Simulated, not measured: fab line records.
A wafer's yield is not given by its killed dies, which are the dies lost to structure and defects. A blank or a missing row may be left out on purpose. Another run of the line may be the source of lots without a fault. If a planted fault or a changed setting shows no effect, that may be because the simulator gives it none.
Comparing a struck lot with a sound one :: flow sky130 :: 43 steps out of a route of 708
Sound: wafers L758.1, L758.4, L758.6. Wafers struck: L769.3, L769.5, L769.6. At the end, the cause is stated.
Order at every step that has rows: each side's tool, ch and its chambers, its first start. Under that, the readings that differ: sound wafers :: struck wafers :: difference of the means :: sigmas: that difference in standard deviations of wafers without a fault.
alike: words and numbers the same on both sides, and readings whose means are apart by under 2 such deviations; not compared: readings that were withheld, readings missing a value for some wafer, numbers with overlapping values and no deviation given by the record, and bounds like >300 which may hide the same value.
The two part at a step that has a row with sigmas, a row that says differs or no value, or rows on one side only. Numbers that don't overlap but have no deviation are shown without sigmas and don't part them. Lack of a reading on every wafer of one side parts them only where that side has two or more wafers.

SKY_FIELD_ISO_ETCH_14: etches BARC in N2/H2, stops on SiO2, time 45.9 s, target depth 60 nm.
  sound on rieDiel-02 ch 0,2,3, day 3 12:50; struck on rieDiel-03 ch 1,2, day 5 22:02
  alike: drypumpMotorCurrentA, h2FlowSccm, oesProductAu, throttleValvePct
  not compared: rfHoursCounterH
then, 1 step without rows for these wafers: SKY_FIELD_ISO_ETCH_15 (etches the open film in CHF3/O2, stops on Si, target depth 180 nm, time 72 s).
SKY_FIELD_ISO_STRIP_16: strips in O2/N2.
  sound on plasmaAsher-04 ch 0, day 3 12:56; struck on plasmaAsher-03 ch 0,1, day 5 22:10
  alike: drypumpMotorCurrentA, oesProductAu, stripTimeToEndpointS
  not compared: rfHoursCounterH
SKY_FIELD_ISO_ETCH_17: etches Si in HBr/Cl2/O2, target depth 342 nm, time 97.7 s.
  sound on rieSi-01 ch 0,1,3, day 3 13:02; struck on rieSi-02 ch 1,2, day 5 22:14
reading: throttleValvePct (%)
sound: 25.640 25.647 25.643
struck: 25.663 25.657 25.683
difference: +0.024
sigmas: +2
  alike: O2_flow_sccm, drypumpMotorCurrentA, oesProductAu
  not compared: rfHoursCounterH
then, 5 steps without rows for these wafers: SKY_FIELD_ISO_WET_ETCH_18 (etches Si3N4 in H3PO4, target depth 25 nm, time 286 s); SKY_FIELD_ISO_CLEAN_19 (cleans in SC1/SC2, time 150 s); SKY_FIELD_ISO_CLEAN_20 (cleans in dHF, time 20 s); SKY_FIELD_ISO_WET_ETCH_21 (etches SiO2 in dHF, target depth 20 nm, time 400 s); SKY_FIELD_ISO_OXIDATION_22 (stabilise 600 s, purge 300 s, target thk 10 nm).
SKY_FIELD_ISO_THK_MEAS_23:
  sound: filmMetro-03 at day 3 15:17; struck: filmMetro-02 at day 5 23:47
  alike: FIELD_ISO_OXIDATION_01_THK
then, 1 step without rows for these wafers: SKY_FIELD_ISO_CVD_24 (deposits SiO2, target thk 595 nm, time 99.2 s).
SKY_FIELD_ISO_THK_MEAS_25:
  sound: filmMetro-02 at day 3 15:25; struck: filmMetro-04 at day 5 23:55
  alike: FIELD_ISO_CVD_24_THK
SKY_FIELD_ISO_ANNEAL_26: time 1800 s.
  sound on furnace-02 ch 0, day 3 15:28; struck on furnace-02 ch 0, day 6 00:28
  alike: spikeTcCentreC, zonePowerTopPct, zonePowerUpperPct
SKY_FIELD_ISO_CMP_27: polishes, stops on Si3N4, t overpolish 16 s, target thk 457.8 nm.
  sound on cmp-02 ch 0,1,3, day 3 17:10; struck on cmp-01 ch 0,2,3, day 6 02:19
  alike: motorCurrentA, overpolishRunS, timeToEndpointS
then, 5 steps without rows for these wafers: SKY_FIELD_ISO_WET_ETCH_28 (etches SiO2 in dHF, target depth 23.7 nm, time 47 s); SKY_FIELD_ISO_WET_ETCH_29 (etches Si3N4 in H3PO4, target depth 160 nm, time 1825 s); SKY_FIELD_ISO_WET_ETCH_30 (etches SiO2 in dHF, target depth 25 nm, time 50 s); SKY_NWELL_CLEAN_00 (cleans in SC1/SC2, time 150 s); SKY_NWELL_OXIDATION_01 (stabilise 600 s, purge 300 s, target thk 10 nm).
SKY_NWELL_THK_MEAS_02:
  sound: filmMetro-04 at day 3 20:02; struck: filmMetro-02 at day 6 04:53
  alike: NWELL_OXIDATION_THK
then, 9 steps without rows for these wafers: SKY_DNWELL_DEHYDRATE_00 (time 60 s); SKY_DNWELL_HMDS_01 (prime time 60 s); SKY_DNWELL_COAT_02 (resist thk 3000 nm); SKY_DNWELL_SOFTBAKE_03; SKY_DNWELL_EXPOSE_04 (exposes mask DNM, target cd 3000 nm); SKY_DNWELL_PEB_05; SKY_DNWELL_DEVELOP_06 (develop time 60 s); SKY_DNWELL_IMPLANT_07; SKY_DNWELL_STRIP_08 (strips in O2/N2).
SKY_DNWELL_TW_MEAS_09:
  sound: filmMetro-04 at day 4 12:39; struck: filmMetro-01 at day 7 00:05
  alike: DNWELL_TW
then, 7 steps without rows for these wafers: SKY_PWDE_DEHYDRATE_00 (time 60 s); SKY_PWDE_HMDS_01 (prime time 60 s); SKY_PWDE_COAT_02 (resist thk 3000 nm); SKY_PWDE_SOFTBAKE_03; SKY_PWDE_EXPOSE_04 (exposes mask PWDEM, target cd 840 nm); SKY_PWDE_PEB_05; SKY_PWDE_DEVELOP_06 (develop time 60 s).
SKY_PWDE_OVL_MEAS_07:
  sound: overlay-02 at day 5 05:40; struck: overlay-02 at day 7 19:19
  alike: PWDE_OVL
following that, these wafers have no rows for 1 step: SKY_PWDE_IMPLANT_08.
SKY_PWDE_STRIP_09: strips in O2/N2.
  sound on plasmaAsher-04 ch 0,1, day 5 05:52; struck on plasmaAsher-02 ch 0,1, day 7 19:31
  alike: drypumpMotorCurrentA, oesProductAu, stripTimeToEndpointS
  not compared: rfHoursCounterH
SKY_PWDE_TW_MEAS_10:
  sound: filmMetro-04 at day 5 05:58; struck: filmMetro-02 at day 7 19:36
  alike: PWDE_TW
then, 1 step without rows for these wafers: SKY_NWELL_DEHYDRATE_03 (time 60 s).
-- the record jumps here: 42 days lie between the struck wafers' starts before and after (it left off in module NWELL and takes up again in module PAD_OPEN, whose first step shown is number 708 of the route) --
SKY_PAD_OPEN_PROBE_99:
  sound: prober-01 at day 46 23:48; struck: prober-02 at day 49 12:46
reading: model.etest.diodeNwellSub.leakLog10ACm2
sound: -7.315 -7.014 -7.61
struck: -6.801 -6.897 -6.865
difference: +0.459
sigmas: 

reading: model.etest.diodePwellDnwell.leakLog10ACm2
sound: -7.535 -7.323 -7.58
struck: -7.117 -7.126 -6.931
difference: +0.421
sigmas: 
  alike: killed_at_M0_to_M3, killed_at_M4_up, killedAtContacts, killedAtFrontEnd, killedAtOther, killedDies, killedOpen, killedShort
  not compared: model.etest.diodeDnwellSub.leakLog10ACm2

== WHERE THEY PART ==
Only at SKY_FIELD_ISO_ETCH_17, as far as this record shows. Later steps at which nothing parts them and some readings are alike: SKY_FIELD_ISO_THK_MEAS_23, SKY_FIELD_ISO_THK_MEAS_25, SKY_FIELD_ISO_ANNEAL_26, SKY_FIELD_ISO_CMP_27, SKY_NWELL_THK_MEAS_02, SKY_DNWELL_TW_MEAS_09, SKY_PWDE_OVL_MEAS_07, SKY_PWDE_STRIP_09, SKY_PWDE_TW_MEAS_10, SKY_PAD_OPEN_PROBE_99.

WHY: whatever the simulator had introduced
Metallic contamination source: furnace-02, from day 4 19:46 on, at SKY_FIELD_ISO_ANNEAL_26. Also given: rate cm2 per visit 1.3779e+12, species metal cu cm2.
